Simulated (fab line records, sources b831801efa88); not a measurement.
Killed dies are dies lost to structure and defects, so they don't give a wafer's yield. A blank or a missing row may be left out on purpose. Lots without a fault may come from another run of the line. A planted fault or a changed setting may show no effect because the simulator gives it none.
Which tool did it? | flow gf180mcu | 11 lots, 33 wafers sampled, at 5 steps of a route of 602

WHAT THE GAUGES READ, wafer by wafer
GF_TOP_METAL_CD_MEAS_14: target cd 440 nm.
lot  | measured     | on        | cd_nm (nm)
L359 | day 27 23:42 | cd_sem-02 | 440.3 440.7 437.4
L360 | day 28 04:07 | cd_sem-01 | 439.1 439.3 440.8
L362 | day 29 04:35 | cd_sem-02 | 440.2 441.5 441.9
L363 | day 29 10:14 | cd_sem-02 | 437.4 436.2 436.4
L367 | day 30 17:16 | cd_sem-01 | 455.3 457.9 457.2
L369 | day 31 05:32 | cd_sem-01 | 452.7 456.3 455.7
L370 | day 31 10:14 | cd_sem-01 | 457.2 458.3 456.3
L373 | day 32 03:20 | cd_sem-01 | 438.6 441.7 439.5
L379 | day 33 18:03 | cd_sem-02 | 447.4 445.1 443.7
L380 | day 33 19:24 | cd_sem-02 | 438.9 439.7 438.9
L382 | day 34 02:55 | cd_sem-02 | 435.0 438.6 437.2

WHICH TOOL RAN EACH LOT (tool, then ch and the chambers of the sampled wafers, then the start)
lot  | GF_V5_STRIP_18                       | GF_V5_SPUTTER_21             | GF_V5_SPUTTER_22             | GF_TOP_METAL_EXPOSE_11
L359 | plasma_asher-04 ch 0,1, day 27 02:44 | pvd_sputter-01, day 27 03:17 | pvd_sputter-01, day 27 03:20 | iline_stepper-01 ch 0, day 27 14:27
L360 | plasma_asher-02 ch 0,1, day 27 06:32 | pvd_sputter-01, day 27 07:04 | pvd_sputter-01, day 27 07:08 | iline_stepper-02 ch 0, day 27 18:35
L362 | plasma_asher-04 ch 0,1, day 28 07:26 | pvd_sputter-03, day 28 07:59 | pvd_sputter-03, day 28 08:02 | iline_stepper-01 ch 0, day 28 18:49
L363 | plasma_asher-04 ch 0,1, day 28 14:36 | pvd_sputter-02, day 28 15:08 | pvd_sputter-02, day 28 15:12 | iline_stepper-01 ch 0, day 29 01:23
L367 | plasma_asher-01 ch 0,1, day 29 20:49 | pvd_sputter-03, day 29 21:21 | pvd_sputter-03, day 29 21:25 | iline_stepper-01 ch 0, day 30 08:14
L369 | plasma_asher-01 ch 0,1, day 30 09:25 | pvd_sputter-02, day 30 10:17 | pvd_sputter-02, day 30 10:21 | iline_stepper-01 ch 0, day 30 20:37
L370 | plasma_asher-04 ch 0,1, day 30 14:45 | pvd_sputter-02, day 30 15:36 | pvd_sputter-02, day 30 15:40 | iline_stepper-01 ch 0, day 31 01:25
L373 | plasma_asher-02 ch 0,1, day 31 09:36 | pvd_sputter-01, day 31 10:08 | pvd_sputter-01, day 31 10:11 | iline_stepper-02 ch 0, day 31 19:35
L379 | plasma_asher-01 ch 0,1, day 33 00:47 | pvd_sputter-01, day 33 01:22 | pvd_sputter-01, day 33 01:25 | iline_stepper-02 ch 0, day 33 10:17
L380 | plasma_asher-04 ch 0, day 33 03:05   | pvd_sputter-02, day 33 03:38 | pvd_sputter-02, day 33 03:41 | iline_stepper-02 ch 0, day 33 12:10
L382 | plasma_asher-04 ch 0,1, day 33 10:53 | pvd_sputter-01, day 33 11:25 | pvd_sputter-01, day 33 11:29 | iline_stepper-02 ch 0, day 33 20:01
- GF_V5_STRIP_18: strips in O2/N2.
- GF_V5_SPUTTER_21: material Ti, target thk 15 nm, time 80.02 s.
- GF_V5_SPUTTER_22: material TiN, target thk 10 nm, time 40 s.
- GF_TOP_METAL_EXPOSE_11: exposes mask MetalTop, target cd 440 nm.

THE ANSWER, worked out from the rows above alone
Rule: what is usual is taken from the lots themselves. Put in order of their means at a reading, lots are off if they are a third of the lots or fewer, leave a main group of 4 or more, and stand apart from it by a gap of 3 or more times the standard deviation of the main group's means; of several such gaps the widest counts. A main group whose means are all the same, to the digits that the tables above print for the reading, isn't used. A lot without any number at a reading at which 4 lots or more have one is off too. The other lots that the step has rows for count as sound.
Off: L367, L369, L370, at GF_TOP_METAL_CD_MEAS_14 (cd_nm). The main group: mean 439.8 nm, standard deviation 2.5.
A tool fits if, at a process step before that reading, it ran every lot that is off, and no sound lot after the first of them. The gauges at GF_TOP_METAL_CD_MEAS_14 are tried like those tools. One fits: iline_stepper-01 at GF_TOP_METAL_EXPOSE_11. Its last sound lot is L363 (day 29 01:23), its first lot that is off L367 (day 30 08:14): a fault that began between those two fits.

WHAT THE SIMULATOR HAD PUT IN
Process parameter drift: iline_stepper-01, from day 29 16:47 on, at GF_TOP_METAL_EXPOSE_11. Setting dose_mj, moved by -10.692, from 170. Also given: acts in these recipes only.
Lots struck among those shown: L367, L369, L370. The rule above found the same.
